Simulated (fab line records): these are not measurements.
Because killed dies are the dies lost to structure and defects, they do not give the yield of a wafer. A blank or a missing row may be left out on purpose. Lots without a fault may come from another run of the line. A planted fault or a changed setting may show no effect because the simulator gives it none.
fab line records    flow gf180mcu
record: lots: 5  wafers: 15  lastDay: 34
route steps=602 shown TOP_METAL@568
lots untouched by any fault: they come from a run of this same line in which no faults occurred
startH: the number of hours between the record's first day and the start of the first shown wafer of the lot    waitH: hours since the lot's step before    " identical to the entry in the row above    L1.1+2: several wafers, shown together as one row    - value missing, or start not given    * or withheld: withheld    < > ~ a bound
route shown NAME@n: names a module that has steps shown in the file, with the first one's number in the route    usual: mean and standard deviation over wafers with no fault    same: alike in all rows    chamber/n: place in a boat    sites: readings site by site    _std_site: how widely they spread, as a standard deviation    _edge_site: mean of outer sites minus mean of inner sites    radiusMm: how far each site lies from the wafer's centre    mask NAME#n: copy n    behind: the last tool/chamber to shape the wafer    hold: why the lot went on hold/how many hours it stayed there/how the hold came to an end    device: names the non-switching transistor (n, p or np)    end of line: tests of these same wafers at the route's end    a step given without rows: its recipe and nothing more    killed: dies that structure and defects cost at the first sort, which is not the same as the wafer's yield    map: shows each die of a wafer: x if killed, . if not, _ if none is there
set.NAME: the setting the step ran with; set.NAME@STEP: the setting that earlier step ran with    model.NAME: the simulator's own value behind a step, which no gauge read
lots at some steps of the route; a table a step, a row a wafer
services: a tool's chamber out of use, with start hour (startH, from the record's first day; less than 0 if before it), hours out, and reason
== steps ==
step: GF_TOP_METAL_SPUTTER_01
recipe: material: TiN  targetThkNm: 30  powerW: 6500  timeS: 25  chamberPressurePa: 0.4
usual: chamberPressurePa: 0.4000/0.00075  throttleValvePct: 29.9/1.1
same: timeS: 25
lot.wafer  tool           chamber  startH  waitH  chamberPressurePa  throttleValvePct
L074.3     pvdSputter-03  -        633.85  0.1    0.4002             29.6
L074.4     "              -        "       "      0.4010             31.7
L074.6     "              -        "       "      0.3996             31.3
L075.2     pvdSputter-02  -        638.83  0.1    0.3990             30.8
L075.3     "              -        "       "      0.3996             29.1
L075.5     "              -        "       "      0.3998             29.1
L081.1     pvdSputter-02  -        694.68  0.1    0.4005             29.2
L081.5     "              -        "       "      0.4001             28.7
L081.6     "              -        "       "      0.4000             29.0
L091.2     pvdSputter-01  -        754.44  0.1    0.4000             29.4
L091.5     "              -        "       "      0.4011             29.2
L091.6     "              -        "       "      0.4000             29.2
L095.3     pvdSputter-03  -        775.01  0.1    0.4003             30.2
L095.4     "              -        "       "      0.4010             28.0
L095.5     "              -        "       "      0.3999             30.2
step: GF_TOP_METAL_SPUTTER_02
recipe: material: AlCu  targetThkNm: 900  powerW: 10600  chamberPressurePa: 0.3  substrateTempC: 250  gas: Ar  timeS: 47.82
usual: chamberPressurePa: 0.3000/0.00056  throttleValvePct: 29.9/1
same: timeS: 47.82
lot.wafer  tool           chamber  startH  waitH  chamberPressurePa  throttleValvePct
L074.3     pvdSputter-03  -        633.88  0.0    0.3002             29.7
L074.4     "              -        "       "      0.3001             31.8
L074.6     "              -        "       "      0.3000             31.7
L075.2     pvdSputter-02  -        638.86  0.0    0.2995             30.6
L075.3     "              -        "       "      0.3002             29.0
L075.5     "              -        "       "      0.3012             29.1
L081.1     pvdSputter-02  -        694.71  0.0    0.3002             29.1
L081.5     "              -        "       "      0.3009             29.2
L081.6     "              -        "       "      0.2997             29.1
L091.2     pvdSputter-01  -        754.47  0.0    0.3000             29.2
L091.5     "              -        "       "      0.2990             29.2
L091.6     "              -        "       "      0.2998             29.0
L095.3     pvdSputter-03  -        775.04  0.0    0.3001             30.0
L095.4     "              -        "       "      0.3006             27.6
L095.5     "              -        "       "      0.3000             30.3
step: GF_TOP_METAL_SPUTTER_03
recipe: material: Ti  targetThkNm: 5  substrateTempC: 300  chamberPressurePa: 0.3  powerW: 2914  timeS: 3.3
usual: chamberPressurePa: 0.3000/0.00061  throttleValvePct: 29.9/1
same: timeS: 3.3
lot.wafer  tool           chamber  startH  waitH  chamberPressurePa  throttleValvePct
L074.3     pvdSputter-03  -        633.93  0.0    0.2994             29.9
L074.4     "              -        "       "      0.3002             31.7
L074.6     "              -        "       "      0.2995             31.7
L075.2     pvdSputter-02  -        638.90  0.0    0.2991             30.7
L075.3     "              -        "       "      0.3009             28.9
L075.5     "              -        "       "      0.2995             29.2
L081.1     pvdSputter-02  -        694.75  0.0    0.2996             29.0
L081.5     "              -        "       "      0.2997             29.0
L081.6     "              -        "       "      0.3001             28.9
L091.2     pvdSputter-01  -        754.52  0.0    0.3003             29.0
L091.5     "              -        "       "      0.3005             29.0
L091.6     "              -        "       "      0.2995             29.3
L095.3     pvdSputter-03  -        775.08  0.0    0.3004             30.0
L095.4     "              -        "       "      0.2993             27.9
L095.5     "              -        "       "      0.3004             30.2
step: GF_TOP_METAL_SPUTTER_04
recipe: material: TiN  targetThkNm: 25  powerW: 6500  timeS: 20.8  chamberPressurePa: 0.4
usual: chamberPressurePa: 0.4000/0.00076  throttleValvePct: 29.9/1.1
same: timeS: 20.8
lot.wafer  tool           chamber  startH  waitH  chamberPressurePa  throttleValvePct
L074.3     pvdSputter-03  -        633.95  0.0    0.4004             30.1
L074.4     "              -        "       "      0.4003             31.9
L074.6     "              -        "       "      0.4003             31.4
L075.2     pvdSputter-02  -        638.92  0.0    0.4005             30.4
L075.3     "              -        "       "      0.3991             29.2
L075.5     "              -        "       "      0.4000             29.0
L081.1     pvdSputter-02  -        694.77  0.0    0.3995             28.9
L081.5     "              -        "       "      0.3980             29.1
L081.6     "              -        "       "      0.4001             29.4
L091.2     pvdSputter-01  -        754.54  0.0    0.3999             28.9
L091.5     "              -        "       "      0.4007             28.9
L091.6     "              -        "       "      0.4000             29.2
L095.3     pvdSputter-03  -        775.10  0.0    0.3995             29.9
L095.4     "              -        "       "      0.3986             27.8
L095.5     "              -        "       "      0.3986             30.0
step: GF_TOP_METAL_RS_MEAS_05
recipe: thkMeasGauge: four-point-probe  reads: TiN_of_TOP_METAL_SPUTTER_04+Ti_of_TOP_METAL_SPUTTER_03+AlCu_of_TOP_METAL_SPUTTER_02+TiN_of_TOP_METAL_SPUTTER_01+Ti_of_TOP_METAL_SPUTTER_00
usual: TOP_METAL_ALCU_RS: 0.0328/0.00043
lot.wafer  tool          chamber  startH  waitH  TOP_METAL_ALCU_RS[ohm/sq]
L074.3     filmMetro-03  -        634.01  0.1    0.0322
L074.4     "             -        "       "      0.0326
L074.6     "             -        "       "      0.0329
L075.2     filmMetro-02  -        638.97  0.0    0.0335
L075.3     "             -        "       "      0.0330
L075.5     "             -        "       "      0.0328
L081.1     filmMetro-03  -        694.80  0.0    0.0331
L081.5     "             -        "       "      0.0333
L081.6     "             -        "       "      0.0327
L091.2     filmMetro-03  -        754.58  0.0    0.0323
L091.5     "             -        "       "      0.0320
L091.6     "             -        "       "      0.0322
L095.3     filmMetro-03  -        775.17  0.1    0.0329
L095.4     "             -        "       "      0.0333
L095.5     "             -        "       "      0.0331
step: GF_TOP_METAL_THK_MEAS_06
recipe: thkMeasGauge: xrf  reads: AlCu_of_TOP_METAL_SPUTTER_02
usual: TOP_METAL_ALCU_THK: 895/13
lot.wafer  tool          chamber  startH  waitH  TOP_METAL_ALCU_THK[nm]
L074.3     filmMetro-03  -        634.11  0.1    921
L074.4     "             -        "       "      909
L074.6     "             -        "       "      901
L075.2     filmMetro-02  -        639.08  0.1    869
L075.3     "             -        "       "      883
L075.5     "             -        "       "      890
L081.1     filmMetro-03  -        694.92  0.1    887
L081.5     "             -        "       "      881
L081.6     "             -        "       "      898
L091.2     filmMetro-03  -        754.69  0.1    913
L091.5     "             -        "       "      923
L091.6     "             -        "       "      917
L095.3     filmMetro-03  -        775.27  0.1    896
L095.4     "             -        "       "      888
L095.5     "             -        "       "      886
step: GF_TOP_METAL_DEHYDRATE_07
recipe: tempC: 200  timeS: 60
same: timeS: 60
lot.wafer   tool           chamber  startH  waitH
L074.3+4+6  lithoTrack-01  0        643.39  9.3
L075.2+3+5  lithoTrack-02  0        648.64  9.5
L081.1+5+6  lithoTrack-02  0        703.76  8.8
L091.2+5+6  lithoTrack-01  0        762.31  7.6
L095.3+4+5  lithoTrack-02  0        782.41  7.1
step: GF_TOP_METAL_HMDS_08
recipe: primeTimeS: 60  primeTempC: 120
lot.wafer   tool           chamber  startH  waitH
L074.3+4+6  lithoTrack-01  0        643.54  0.1
L075.2+3+5  lithoTrack-02  0        648.79  0.1
L081.1+5+6  lithoTrack-02  0        703.91  0.1
L091.2+5+6  lithoTrack-01  0        762.46  0.1
L095.3+4+5  lithoTrack-02  0        782.56  0.1
== services ==
tool           chamber  startH  hours  kind
pvdSputter-01  -        641.80  2.0    repair
pvdSputter-03  -        643.64  2.2    repair
pvdSputter-03  -        650.22  0.6    repair
pvdSputter-01  0        656.87  -      consumableReplace:kit
pvdSputter-01  0        656.87  18.0   scheduledDown
pvdSputter-01  0        656.87  18.0   ventCycle
pvdSputter-03  -        698.43  1.0    repair
pvdSputter-03  1        705.49  -      consumableReplace:kit
pvdSputter-03  1        705.49  18.0   scheduledDown
pvdSputter-03  1        705.49  18.0   ventCycle
pvdSputter-01  3        752.21  -      consumableReplace:kit
pvdSputter-01  3        752.21  18.0   scheduledDown
pvdSputter-01  3        752.21  18.0   ventCycle
pvdSputter-02  1        772.27  -      consumableReplace:kit
pvdSputter-02  1        772.27  18.0   scheduledDown
pvdSputter-02  1        772.27  18.0   ventCycle
== key ==
fault none
